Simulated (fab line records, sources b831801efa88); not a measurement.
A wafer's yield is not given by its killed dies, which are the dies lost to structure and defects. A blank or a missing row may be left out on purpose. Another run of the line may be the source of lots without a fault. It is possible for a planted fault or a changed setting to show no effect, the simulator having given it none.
fab line records	flow sky130
[record] lots = 6	wafers = 18	lastDay = 50
route steps=708 shown METAL4@627 VIA4@639
lots that met no fault: from a run of the same line without faults
startH: hours from the record's first day to the start of the lot's first wafer shown	waitH: time in hours since the lot's previous step	" repeats the value in the row above	L1.1+2: a row that stands for several wafers	- no value present, or no start provided	* or withheld: withheld	< > ~ a bound
route shown NAME@n: a module of which the file shows steps, and the number in the route of the first	usual: average and standard deviation across the fault-free wafers	same: alike in all rows	chamber/n: place in a boat	sites: the reading at each site	_std_site: standard deviation across them	_edge_site: mean of outer sites minus mean of inner sites	radiusMm: how far each site lies from the wafer's centre	mask NAME#n: copy n	behind: the most recent tool/chamber to have shaped the wafer	hold: cause of the lot's hold/its duration in hours/its outcome	device: the transistor (n, p or np) that didn't switch	end of line: at the end of the route, the tests of the same wafers	for a step that has no rows: nothing shown but its recipe	killed: dies lost to structure and defects at the first sort, not the wafer's yield	map: a wafer's dies, marking killed ones x, the rest . and places with no die _
set.NAME: the setting the step ran with; set.NAME@STEP: the setting that earlier step ran with	model.NAME: the simulator's own value behind a step, which no gauge read
lots seen at some steps along the route; tables by step, rows by wafer
services: from which hour (startH, from the record's first day; less than 0 if before it) a tool's chamber was out of use, for how many hours, and why
[[steps]]
[step SKY_METAL4_PEB_11]
[recipe] pebTempC = withheld	pebTimeS = withheld	resist = KrF-thick
[step SKY_METAL4_DEVELOP_12]
[recipe] developTimeS = 60	resist = KrF-thick	devTempC = 21
[step SKY_METAL4_CD_MEAS_13]
[recipe] targetCdNm = 300
[usual] cdNm = 300.2/1.5
lot.wafer	tool	chamber	startH	waitH	cdNm
L759.1	cdSem-01	-	1032.79	-	299.9
L759.2	"	-	"	"	300.0
L759.6	"	-	"	"	299.8
L762.1	cdSem-01	-	1043.83	-	298.9
L762.2	"	-	"	"	297.2
L762.4	"	-	"	"	297.0
L764.1	cdSem-01	-	1056.59	-	298.2
L764.2	"	-	"	"	298.5
L764.6	"	-	"	"	297.7
L766.1	cdSem-01	-	1069.29	-	302.6
L766.2	"	-	"	"	302.7
L766.5	"	-	"	"	302.7
L772.4	cdSem-01	-	1107.91	-	300.7
L772.5	"	-	"	"	301.3
L772.6	"	-	"	"	300.5
L773.1	cdSem-01	-	1112.65	-	298.5
L773.2	"	-	"	"	300.2
L773.6	"	-	"	"	301.1
[step SKY_METAL4_OVL_MEAS_14]
[usual] METAL4_OVL = -2/5.2
lot.wafer	tool	chamber	startH	waitH	METAL4_OVL[nm]
L759.1	overlay-02	-	1032.91	0.1	3
L759.2	"	-	"	"	1
L759.6	"	-	"	"	0
L762.1	overlay-02	-	1043.95	0.1	3
L762.2	"	-	"	"	-7
L762.4	"	-	"	"	-1
L764.1	overlay-01	-	1056.71	0.1	-7
L764.2	"	-	"	"	2
L764.6	"	-	"	"	0
L766.1	overlay-02	-	1069.41	0.1	-2
L766.2	"	-	"	"	3
L766.5	"	-	"	"	8
L772.4	overlay-02	-	1107.98	0.1	-4
L772.5	"	-	"	"	2
L772.6	"	-	"	"	-1
L773.1	overlay-01	-	1112.77	0.1	-7
L773.2	"	-	"	"	0
L773.6	"	-	"	"	3
[step SKY_METAL4_DESCUM_15]
[recipe] chemistry = O2	sourcePowerW = 150	biasPowerW = 0	pressureMtorr = 10	tempC = 40	timeS = 8
[step SKY_METAL4_ETCH_16]
[recipe] chemistry = N2/H2	target = BARC	ionEnergyEv = 200	biasW = 100	pressureMtorr = 30	n2FlowSccm = 100	h2FlowSccm = 200	icpW = 500	stopOn = SiO2	timeS = 88.2	targetDepthA = 600
[usual] chamberPressureMTorr = 29.998/0.029	drypumpMotorCurrentA = 5.80/0.23	h2FlowSccm = 200.2/0.6	oesProductAu = 0.626/0.0045	throttleValvePct = 13.204/0.0084
lot.wafer	tool	chamber	startH	waitH	chamberPressureMTorr	drypumpMotorCurrentA	h2FlowSccm	oesProductAu	rfHoursCounterH	throttleValvePct
L759.1	rieMetal-03	1	1033.01	0.1	29.985	6.07	200.2	0.623	10	13.206
L759.2	"	1	"	"	29.989	6.05	199.9	0.619	-	13.207
L759.6	"	1	"	"	29.974	6.04	200.4	0.622	-	13.211
L762.1	rieMetal-03	0	1044.02	0.0	30.020	6.09	199.5	0.619	0	13.203
L762.2	"	1	"	"	30.009	6.02	200.7	0.624	11	13.185
L762.4	"	0	"	"	30.024	6.08	199.4	0.627	-	13.209
L764.1	rieMetal-02	0	1056.77	0.0	30.035	5.50	199.8	0.628	23	13.204
L764.2	"	1	"	"	29.986	5.67	200.1	0.620	12	13.203
L764.6	"	1	"	"	29.991	5.71	200.3	0.627	-	13.183
L766.1	rieMetal-02	0	1069.47	0.0	29.982	5.52	199.6	0.632	24	13.216
L766.2	"	1	"	"	29.985	5.70	200.5	0.630	14	13.201
L766.5	"	1	"	"	29.976	5.69	201.4	0.627	-	13.209
L772.4	rieMetal-04	1	1108.07	0.0	30.047	5.94	199.6	0.638	-	13.200
L772.5	"	1	"	"	30.018	5.95	199.6	0.632	-	13.208
L772.6	"	0	"	"	30.006	5.58	200.6	0.619	-	13.211
L773.1	rieMetal-02	1	1112.83	0.0	30.000	5.69	200.3	0.634	17	13.201
L773.2	"	0	"	"	29.981	5.50	200.3	0.616	27	13.202
L773.6	"	0	"	"	30.013	5.51	200.7	0.621	-	13.193
[step SKY_METAL4_ETCH_17]
[recipe] target = SiO2	stopOn = TiN	chemistry = C4F8/O2/Ar	sourceW = 1500	biasW = 1200	pressureMtorr = 40	c4f8FlowSccm = withheld	O2_flow_sccm = 6	Ar_flow_sccm = 300	timeS = 3.9	targetDepthA = 150
[usual] chamberPressureMTorr = 40.00/0.062	oesProductAu = 0.756/0.0062
lot.wafer	tool	chamber	startH	waitH	chamberPressureMTorr	oesProductAu	rfHoursCounterH
L759.1	rieDiel-04	3	1033.20	0.2	40.03	0.744	26
L759.2	"	2	"	"	40.02	0.746	10
L759.6	"	1	"	"	39.40	0.752	-
L762.1	rieDiel-01	3	1044.12	0.1	39.96	0.751	2
L762.2	"	0	"	"	40.05	0.756	15
L762.4	"	1	"	"	40.00	0.761	11
L764.1	rieDiel-01	0	1056.87	0.1	39.94	0.742	15
L764.2	"	2	"	"	39.99	0.752	11
L764.6	"	1	"	"	39.99	0.758	-
L766.1	rieDiel-01	3	1069.57	0.1	40.01	0.745	3
L766.2	"	2	"	"	40.03	0.754	11
L766.5	"	0	"	"	40.01	0.758	-
L772.4	rieDiel-04	3	1108.13	0.0	39.96	0.752	29
L772.5	"	3	"	"	39.99	0.757	-
L772.6	"	0	"	"	39.96	0.762	-
L773.1	rieDiel-03	0	1112.93	0.1	39.96	0.750	26
L773.2	"	1	"	"	39.96	0.760	10
L773.6	"	3	"	"	40.04	0.773	-
[step SKY_METAL4_METAL_ETCH_18]
[recipe] targetDepthA = 8450	stopOn = SiO2	overEtchFrac = 0.3	timeS = 175.1	chemistry = Cl2/BCl3	resistSidewallDeg = 88	pressureMtorr = 10	icpW = 900	biasW = 48.5	Cl2_flow_sccm = 60	bcl3FlowSccm = 30
[usual] chamberPressureMTorr = 10.000/0.0095	drypumpMotorCurrentA = 5.75/0.21	oesProductAu = 0.889/0.0054	throttleValvePct = 22.264/0.0093
lot.wafer	tool	chamber	startH	waitH	chamberPressureMTorr	drypumpMotorCurrentA	oesProductAu	rfHoursCounterH	throttleValvePct
L759.1	rieMetal-02	0	1033.22	0.0	10.006	5.50	0.884	21	22.253
L759.2	"	1	"	"	9.995	5.69	0.884	11	22.246
L759.6	"	0	"	"	9.993	5.51	0.883	-	22.241
L762.1	rieMetal-02	0	1044.14	0.0	10.009	5.52	0.891	22	22.260
L762.2	"	1	"	"	10.005	5.69	0.899	12	22.270
L762.4	"	1	"	"	9.999	5.70	0.894	-	22.282
L764.1	rieMetal-04	0	1056.89	0.0	10.011	5.58	0.883	2	22.261
L764.2	"	1	"	"	10.008	5.91	0.895	11	22.269
L764.6	"	0	"	"	10.002	5.57	0.885	-	22.259
L766.1	rieMetal-03	1	1069.59	0.0	10.001	6.04	0.884	12	22.256
L766.2	"	0	"	"	9.992	6.06	0.884	2	22.261
L766.5	"	0	"	"	9.983	6.09	0.893	-	22.266
L772.4	rieMetal-03	0	1108.21	0.1	10.000	6.06	0.893	-	22.274
L772.5	"	1	"	"	10.007	6.02	0.891	-	22.260
L772.6	"	0	"	"	10.000	6.06	0.900	-	22.271
L773.1	rieMetal-04	0	1112.95	0.0	9.996	5.56	0.890	6	22.254
L773.2	"	1	"	"	10.008	5.88	0.888	16	22.272
L773.6	"	1	"	"	10.006	5.91	0.886	-	22.258
[step SKY_METAL4_STRIP_19]
[recipe] chemistry = O2/N2	powerW = 1400	pressureMtorr = 1500	platenTempC = withheld	o2FlowSccm = 3000	n2FlowSccm = 300	overashFraction = 0.5
[usual] chamberPressureMTorr = 1499.9/1.4	drypumpMotorCurrentA = 5.9/0.45	oesProductAu = 0.513/0.0059	stripTimeToEndpointS = 6.80/0.066
[same] overashFraction = 0.5
lot.wafer	tool	chamber	startH	waitH	chamberPressureMTorr	drypumpMotorCurrentA	oesProductAu	rfHoursCounterH	stripTimeToEndpointS
L759.1	plasmaAsher-01	0	1033.40	0.1	1499.9	6.0	0.508	117	6.79
L759.2	"	1	"	"	1498.0	5.6	0.514	117	6.76
L759.6	"	0	"	"	1500.6	6.0	0.515	-	6.79
L762.1	plasmaAsher-02	1	1044.31	0.1	1499.4	6.0	0.515	92	6.90
L762.2	"	0	"	"	1498.7	5.5	0.508	92	6.82
L762.4	"	0	"	"	1499.2	5.5	0.520	-	6.90
L764.1	plasmaAsher-04	0	1057.07	0.1	1499.8	5.4	0.509	27	6.82
L764.2	"	1	"	"	1497.1	6.7	0.512	27	6.80
L764.6	"	1	"	"	1497.6	6.7	0.515	-	6.76
L766.1	plasmaAsher-02	0	1069.77	0.1	1498.8	5.5	0.513	95	6.84
L766.2	"	1	"	"	1498.0	6.0	0.510	95	6.78
L766.5	"	0	"	"	1497.4	5.5	0.516	-	6.75
L772.4	plasmaAsher-04	1	1108.36	0.1	1501.8	6.7	0.510	-	6.83
L772.5	"	1	"	"	1499.6	6.7	0.516	-	6.83
L772.6	"	0	"	"	1500.5	5.4	0.507	-	6.78
L773.1	plasmaAsher-01	0	1113.13	0.1	1499.8	6.0	0.512	5	6.82
L773.2	"	1	"	"	1500.8	5.6	0.512	5	6.81
L773.6	"	1	"	"	1499.6	5.6	0.503	-	6.82
[step SKY_METAL4_STRIP_20]
[recipe] chemistry = postEtchResidueRemover	timeS = 1200	tempC = 72.5
[step SKY_METAL4_CLEAN_21]
[recipe] chemistry = IPA	timeS = 180	tempC = 25
[step SKY_METAL4_CLEAN_22]
[recipe] chemistry = O3/DIW	dry = n2Spin
[step SKY_VIA4_HDPCVD_00]
[recipe] material = SiO2	targetThkNm = 1750	sigmaOpenFrac = 0.3	timeS = 291.7	tempC = 400	sih4FlowSccm = 60	pressureMtorr = 6
[usual] runLengthS = 319.7/0.47
lot.wafer	tool	chamber	startH	waitH	runLengthS	model.SiO2_of_VIA4_HDPCVD_00.thkNm
L759.1	hdpcvd-01	1	1034.02	0.0	319.7	1745
L759.2	"	0	"	"	319.2	1772
L759.6	"	0	"	"	319.0	1770
L762.1	hdpcvd-02	2	1044.90	0.0	320.0	1739
L762.2	"	1	"	"	318.8	1770
L762.4	"	1	"	"	319.0	1757
L764.1	hdpcvd-02	0	1057.66	0.0	351.3	1940
L764.2	"	2	"	"	320.2	1759
L764.6	"	2	"	"	320.1	1744
L766.1	hdpcvd-02	1	1070.36	0.0	319.0	1740
L766.2	"	0	"	"	351.1	1911
L766.5	"	0	"	"	350.7	1909
L772.4	hdpcvd-01	1	1109.05	0.1	320.1	1754
L772.5	"	2	"	"	319.1	1745
L772.6	"	0	"	"	319.6	1765
L773.1	hdpcvd-01	1	1113.75	0.0	320.3	1775
L773.2	"	0	"	"	319.2	1776
L773.6	"	0	"	"	319.2	1794
[step SKY_VIA4_THK_MEAS_01]
[recipe] reads = SiO2_of_VIA4_HDPCVD_00
[usual] VIA4_HDPCVD_THK = 1758/18
lot.wafer	tool	chamber	startH	waitH	hold	VIA4_HDPCVD_THK[nm]
L759.1	filmMetro-01	-	1034.20	0.1	-	1745
L759.2	"	-	"	"	-	1774
L759.6	"	-	"	"	-	1769
L762.1	filmMetro-03	-	1045.08	0.1	-	1737
L762.2	"	-	"	"	-	1770
L762.4	"	-	"	"	-	1758
L764.1	filmMetro-03	-	1057.84	0.1	awaitDispo/0.2h/release	1938
L764.2	"	-	"	"	awaitDispo/0.2h/release	1758
L764.6	"	-	"	"	awaitDispo/0.2h/release	1744
L764.1	filmMetro-03	-	1058.07	0.2	-	1938
L764.2	"	-	"	"	-	1759
L764.6	"	-	"	"	-	1744
L766.1	filmMetro-01	-	1070.54	0.1	awaitDispo/0.2h/release	1740
L766.2	"	-	"	"	awaitDispo/0.2h/release	1911
L766.5	"	-	"	"	awaitDispo/0.2h/release	1910
L766.1	filmMetro-01	-	1070.77	0.2	-	1738
L766.2	"	-	"	"	-	1913
L766.5	"	-	"	"	-	1909
L772.4	filmMetro-03	-	1109.17	0.0	-	1754
L772.5	"	-	"	"	-	1744
L772.6	"	-	"	"	-	1766
L773.1	filmMetro-01	-	1113.93	0.1	-	1776
L773.2	"	-	"	"	-	1776
L773.6	"	-	"	"	-	1795
[step SKY_VIA4_CMP_02]
[recipe] material = SiO2	downForcePsi = 4	platenRpm = 60	padVelocityMS = 0.94248
[usual] motorCurrentA = 11.7/1.3	slurryFilterDpKPa = 13.50/0.13
lot.wafer	tool	chamber	startH	waitH	hold	motorCurrentA	slurryFilterDpKPa
L759.1	cmp-01	2	1034.31	0.1	-	9.3	13.53
L759.2	"	3	"	"	-	10.4	13.73
L759.6	"	1	"	"	-	10.5	13.28
L762.4	cmp-02	1	1045.19	0.1	-	13.3	13.53
L762.2	"	2	"	"	-	10.9	13.51
L762.1	"	3	"	"	-	12.9	13.34
L764.2	cmp-02	1	1060.99	2.9	awaitDispo/2.9h/release	12.7	13.58
L764.1	"	2	"	"	awaitDispo/2.9h/release	10.9	13.56
L764.6	"	1	"	"	awaitDispo/2.9h/release	12.6	13.51
L766.2	cmp-02	2	1077.13	6.3	awaitDispo/6.3h/release	11.1	13.54
L766.1	"	0	"	"	awaitDispo/6.3h/release	12.0	13.65
L766.5	"	1	"	"	awaitDispo/6.3h/release	12.4	13.57
L772.4	cmp-02	2	1109.30	0.1	-	10.7	13.51
L772.5	"	0	"	"	-	12.2	13.45
L772.6	"	1	"	"	-	13.2	13.32
L773.1	cmp-02	0	1113.99	0.1	-	11.9	13.61
L773.2	"	1	"	"	-	12.6	13.59
L773.6	"	0	"	"	-	12.8	13.62
[[services]]
tool	chamber	startH	hours	kind
rieDiel-01	3	1015.87	22.5	repair
cmp-02	-	1019.93	16.0	pm
rieMetal-03	0	1021.34	-	clean
rieMetal-03	0	1021.34	18.6	scheduledDown
rieMetal-03	0	1021.34	18.6	ventCycle
rieDiel-01	1	1031.60	3.4	repair
rieMetal-03	-	1045.26	1.4	repair
rieMetal-02	-	1045.87	0.3	repair
cmp-02	-	1048.70	2.6	repair
rieDiel-03	2	1048.92	9.0	repair
plasmaAsher-01	-	1055.25	9.0	pm
plasmaAsher-01	0	1055.25	9.0	ventCycle
plasmaAsher-01	1	1055.25	9.0	ventCycle
plasmaAsher-01	0	1064.25	-	clean
plasmaAsher-01	1	1064.25	-	clean
rieDiel-01	-	1076.38	2.8	pm
rieDiel-01	1	1083.16	3.3	repair
cmp-02	-	1084.28	4.0	pm
cmp-01	-	1086.34	1.9	repair
cmp-02	-	1088.28	-	consumableReplace:conditioner
cmp-02	-	1088.28	-	consumableReplace:pad
rieDiel-04	3	1109.32	-	clean
rieDiel-04	3	1109.32	23.0	scheduledDown
rieDiel-04	3	1109.32	23.0	ventCycle
[[key]]
[firstSign] step = SKY_VIA4_HDPCVD_00	reading = runLengthS	direction = up	sigmas = 66	usual = *	struck = *
[effect] step = SKY_VIA4_THK_MEAS_01	reading = visit	direction = added
[effect] step = SKY_VIA4_THK_MEAS_01	reading = VIA4_HDPCVD_THK	direction = up	sigmas = 9.1	usual = 1758	struck = 1919
[modelEffect] step = SKY_VIA4_HDPCVD_00	value = SiO2_of_VIA4_HDPCVD_00.thkNm	without = 1735	struck = 1920
metAt SKY_VIA4_HDPCVD_00
struckWafers L764.1,L766.2,L766.5
[fault] kind = processParameterDrift	tool = hdpcvd-02	chamber = 0	onsetH = 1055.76	steps = SKY_VIA4_HDPCVD_00	channel = timeS	offset = *	shape = step	endH = 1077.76	actsIn = *	stated = *
